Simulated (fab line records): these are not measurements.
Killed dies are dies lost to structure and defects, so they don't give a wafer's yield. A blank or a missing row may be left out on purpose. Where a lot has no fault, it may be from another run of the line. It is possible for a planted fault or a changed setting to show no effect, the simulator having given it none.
The tool behind it: which one?    flow sky130    24 lots with 72 wafers sampled at 5 steps, on a route of 708 steps

WHAT EACH GAUGE READ, for each wafer
SKY_METAL2_RS_MEAS_05: a four-point-probe measurement. Usual: METAL2_ALCU_RS typically reads 0.1264 ohm/sq, with standard deviation 0.0022.
lot   measured      on             METAL2_ALCU_RS (ohm/sq)  flag
L074  day 34 08:07  film-metro-02  0.1262 0.1238 0.1280     
L075  day 34 12:55  film-metro-02  0.1271 0.1309 0.1271     
L076  day 34 17:50  film-metro-01  0.1261 0.1266 0.1300     
L077  day 35 06:58  film-metro-02  0.1265 0.1277 0.1292     
L078  day 35 11:10  film-metro-02  0.1272 0.1284 0.1258     
L079  day 35 20:51  film-metro-02  0.1309 0.1277 0.1300     
L080  day 36 07:22  film-metro-04  0.1268 0.1272 0.1280     
L081  day 36 15:41  film-metro-04  0.1237 0.1262 0.1256     
L082  day 36 17:22  film-metro-04  0.1283 0.1258 0.1246     
L083  day 36 22:06  film-metro-02  0.1217 0.1201 0.1225     
L084  day 37 16:47  film-metro-01  0.1218 0.1254 0.1241     
L085  day 37 18:44  film-metro-04  0.1253 0.1292 0.1250     
L086  day 38 01:43  film-metro-01  0.1252 0.1276 0.1256     
L087  day 38 14:16  film-metro-01  0.1288 0.1274 0.1287     
L088  day 38 17:47  film-metro-04  0.1277 0.1252 0.1249     
L089  day 39 01:06  film-metro-02  0.1266 0.1282 0.1235     
L090  day 39 07:50  film-metro-02  0.1264 0.1247 0.1252     
L091  day 39 13:32  film-metro-02  0.1285 0.1266 0.1298     
L092  day 39 23:46  film-metro-02  0.1233 0.1279 0.1243     
L093  day 40 05:55  film-metro-02  0.1222 0.1237 0.1227     
L094  day 40 06:53  film-metro-02  0.1280 0.1265 0.1301     
L095  day 40 13:39  film-metro-04  0.1254 0.1279 0.1274     
L096  day 40 21:32  film-metro-04  0.1250 0.1299 0.1275     
L097  day 41 06:02  film-metro-01  0.1276 0.1262 0.1248     

SKY_VIA4_BOW_MEAS_03. Usual: VIA4_BOW typically reads 82 um, with standard deviation 7.7.
lot   measured      on             VIA4_BOW (um)  flag
L074  day 42 05:07  film-metro-01  92 86 89       
L075  day 42 09:19  film-metro-01  87 82 77       
L076  day 42 14:24  film-metro-02  75 84 77       
L077  day 43 02:43  film-metro-02  84 86 94       
L078  day 43 04:31  film-metro-03  80 83 80       
L079  day 43 12:22  film-metro-01  88 84 80       
L080  day 43 22:14  film-metro-01  81 86 67       
L081  day 44 05:12  film-metro-01  80 83 89       
L082  day 44 07:06  film-metro-02  94 82 102      
L083  day 44 10:40  film-metro-02  77 90 84       
L084  day 45 01:31  film-metro-02  83 84 72       
L085  day 45 03:35  film-metro-02  82 80 82       
L086  day 45 11:06  film-metro-02  90 85 91       
L087  day 45 19:22  film-metro-03  59 86 70       
L088  day 45 23:45  film-metro-02  76 83 83       
L089  day 46 04:59  film-metro-02  82 82 74       
L090  day 46 11:58  film-metro-01  89 86 96       
L091  day 46 17:45  film-metro-01  77 83 84       
L092  day 46 22:30  film-metro-01  87 79 86       
L093  day 47 06:07  film-metro-02  79 79 77       
L094  day 47 06:15  film-metro-01  78 73 82       
L095  day 47 12:17  film-metro-03  95 89 90       
L096  day 47 18:07  film-metro-01  88 84 87       
L097  day 48 02:27  film-metro-02  83 85 75       

SKY_VIA4_OVL_MEAS_11. Usual: VIA4_OVL typically reads 1.1 nm, with standard deviation 1.6.
lot   measured      on          VIA4_OVL (nm)   flag
L074  day 43 04:15  overlay-01  -1.6 0.2 0.6    
L075  day 43 08:57  overlay-01  3.5 1.8 3.1     
L076  day 43 12:34  overlay-02  1.6 1.4 0.3     
L077  day 44 01:09  overlay-01  2.6 3.7 0.9     
L078  day 44 03:13  overlay-02  -0.6 1.0 0.4    
L079  day 44 10:27  overlay-01  1.1 1.8 0.5     
L080  day 44 20:06  overlay-01  1.0 2.2 0.3     
L081  day 45 03:25  overlay-02  1.3 3.6 1.3     
L082  day 45 04:42  overlay-02  5.1 2.9 4.1     
L083  day 45 08:06  overlay-01  0.9 2.4 1.0     
L084  day 45 23:48  overlay-01  3.6 2.3 3.4     
L085  day 46 01:07  overlay-02  1.1 1.8 0.7     
L086  day 46 08:07  overlay-02  1.0 0.1 0.1     
L087  day 46 15:57  overlay-02  -0.9 -1.3 -3.2  
L088  day 46 19:49  overlay-02  1.7 0.7 3.7     
L089  day 47 01:23  overlay-02  1.3 -0.8 1.1    
L090  day 47 07:45  overlay-01  3.1 4.4 2.8     
L091  day 47 13:57  overlay-02  -0.3 -0.1 -0.5  
L092  day 47 18:15  overlay-01  0.8 0.0 1.4     
L093  day 48 01:55  overlay-02  0.6 0.9 1.8     
L094  day 48 02:33  overlay-01  -1.1 -0.6 -2.9  
L095  day 48 07:10  overlay-02  -0.6 0.0 -0.1   
L096  day 48 13:06  overlay-01  1.9 0.9 0.3     
L097  day 48 20:58  overlay-02  0.4 0.3 2.4     

WHICH TOOL RAN EACH LOT (tool, then ch and the chambers of the sampled wafers, then the start)
lot   SKY_METAL3_DESCUM_15               SKY_VIA3_ETCH_15
L074  rie-metal-01 ch 0,1, day 38 21:12  rie-diel-02 ch 0,1,3, day 39 23:48
L075  rie-metal-02 ch 0,1, day 39 01:51  rie-diel-04 ch 1,2,3, day 40 04:55
L076  rie-metal-02 ch 0,1, day 39 07:25  rie-diel-04 ch 0,2,3, day 40 09:56
L077  rie-metal-02 ch 0,1, day 39 21:06  rie-diel-01 ch 0,2, day 40 22:52
L078  rie-metal-03 ch 0,1, day 39 23:22  rie-diel-04 ch 1,2,3, day 41 01:31
L079  rie-metal-01 ch 0,1, day 40 07:04  rie-diel-02 ch 0,3, day 41 08:46
L080  rie-metal-01 ch 0,1, day 40 18:13  rie-diel-02 ch 0,1,3, day 41 19:51
L081  rie-metal-03 ch 0,1, day 41 01:07  rie-diel-01 ch 0,1,3, day 42 03:10
L082  rie-metal-03 ch 0,1, day 41 03:25  rie-diel-04 ch 0,2,3, day 42 05:03
L083  rie-metal-02 ch 0,1, day 41 06:57  rie-diel-01 ch 1,2,3, day 42 08:45
L084  rie-metal-02 ch 0,1, day 41 23:37  rie-diel-01 ch 1,2,3, day 43 00:57
L085  rie-metal-01 ch 0,1, day 42 02:13  rie-diel-04 ch 1,3, day 43 02:37
L086  rie-metal-02 ch 0,1, day 42 09:48  rie-diel-04 ch 2,3, day 43 10:37
L087  rie-metal-01 ch 0,1, day 42 19:04  rie-diel-01 ch 0,1,2, day 43 20:07
L088  rie-metal-02 ch 0,1, day 43 00:07  rie-diel-04 ch 0,1,3, day 44 00:49
L089  rie-metal-01 ch 0,1, day 43 05:07  rie-diel-01 ch 0,1,2, day 44 05:12
L090  rie-metal-03 ch 0, day 43 12:24    rie-diel-04 ch 1,2,3, day 44 11:55
L091  rie-metal-01 ch 0,1, day 43 18:40  rie-diel-04 ch 1,2,3, day 44 18:19
L092  rie-metal-03 ch 0,1, day 44 01:19  rie-diel-04 ch 1,3, day 45 01:06
L093  rie-metal-03 ch 0,1, day 44 08:04  rie-diel-02 ch 0,1,2, day 45 07:55
L094  rie-metal-02 ch 0,1, day 44 08:25  rie-diel-01 ch 1,3, day 45 08:39
L095  rie-metal-02 ch 0,1, day 44 15:30  rie-diel-02 ch 0,1,2, day 45 15:10
L096  rie-metal-03 ch 0,1, day 44 21:15  rie-diel-02 ch 0,2,3, day 45 21:06
L097  rie-metal-01 ch 0,1, day 45 06:00  rie-diel-04 ch 0,1,2, day 46 06:03
- SKY_METAL3_DESCUM_15: chemistry O2, time 8 s.
- SKY_VIA3_ETCH_15: etches SiO2 in C4F8/O2/Ar, stops on TiN, target depth 507 nm, time 78 s.

AS READ BY THE TOOLS THEMSELVES (means over the sampled wafers that have a number; for cases with no such wafer, the mark the record gives instead)
SKY_METAL3_DESCUM_15. Usual: drypump-motor-current-A 5.69 A, standard deviation 0.24; oes-product-au 0.999 a.u., standard deviation 0.014.
lot   tool          drypump-motor-current-A (A)  oes-product-au (a.u.)  flag
L074  rie-metal-01  5.74                         1.013                  
L075  rie-metal-02  5.74                         0.988                  
L076  rie-metal-02  5.75                         0.995                  
L077  rie-metal-02  5.74                         0.994                  
L078  rie-metal-03  5.49                         0.994                  
L079  rie-metal-01  5.59                         1.012                  
L080  rie-metal-01  5.76                         1.014                  
L081  rie-metal-03  5.65                         0.983                  
L082  rie-metal-03  5.49                         0.988                  
L083  rie-metal-02  5.85                         0.995                  
L084  rie-metal-02  5.74                         0.991                  
L085  rie-metal-01  5.79                         1.011                  
L086  rie-metal-02  5.87                         0.988                  
L087  rie-metal-01  5.76                         1.009                  
L088  rie-metal-02  5.73                         0.984                  
L089  rie-metal-01  5.60                         1.016                  
L090  rie-metal-03  5.37                         0.995                  
L091  rie-metal-01  5.72                         1.009                  
L092  rie-metal-03  5.50                         0.999                  
L093  rie-metal-03  5.50                         1.000                  
L094  rie-metal-02  5.85                         0.992                  
L095  rie-metal-02  5.75                         0.985                  
L096  rie-metal-03  5.50                         1.001                  
L097  rie-metal-01  5.77                         1.008                  

SKY_VIA3_ETCH_15. Usual: oes-product-au at 0.946 a.u., with a standard deviation of 0.0049.
lot   tool         oes-product-au (a.u.)  flag
L074  rie-diel-02  0.947                  
L075  rie-diel-04  0.946                  
L076  rie-diel-04  0.946                  
L077  rie-diel-01  0.948                  
L078  rie-diel-04  0.946                  
L079  rie-diel-02  0.945                  
L080  rie-diel-02  0.947                  
L081  rie-diel-01  0.943                  
L082  rie-diel-04  0.944                  
L083  rie-diel-01  0.944                  
L084  rie-diel-01  0.946                  
L085  rie-diel-04  0.952                  
L086  rie-diel-04  0.944                  
L087  rie-diel-01  0.945                  
L088  rie-diel-04  0.947                  
L089  rie-diel-01  0.946                  
L090  rie-diel-04  0.942                  
L091  rie-diel-04  0.942                  
L092  rie-diel-04  0.946                  
L093  rie-diel-02  0.944                  
L094  rie-diel-01  0.950                  
L095  rie-diel-02  0.944                  
L096  rie-diel-02  0.943                  
L097  rie-diel-04  0.949                  

THE ANSWER, worked out from the rows above alone
Rule: take the mean of a lot's wafers that have a number; if it is more than 3 standard deviations from the usual mean, the lot is off. A lot without any number at a reading at which 4 lots or more have one is off too. Where the step has rows for the other lots, those lots are counted as sound. After the gauges, taken in route order, come the tools' own readings; for these a lot's mean is taken, as printed above. The first step at which some lot is off is used, and at that step the reading that is off furthest; a lot without a number counts as furthest.
No lot is off at any reading shown: from this, nothing can be told.

WHAT THE SIMULATOR PUT IN
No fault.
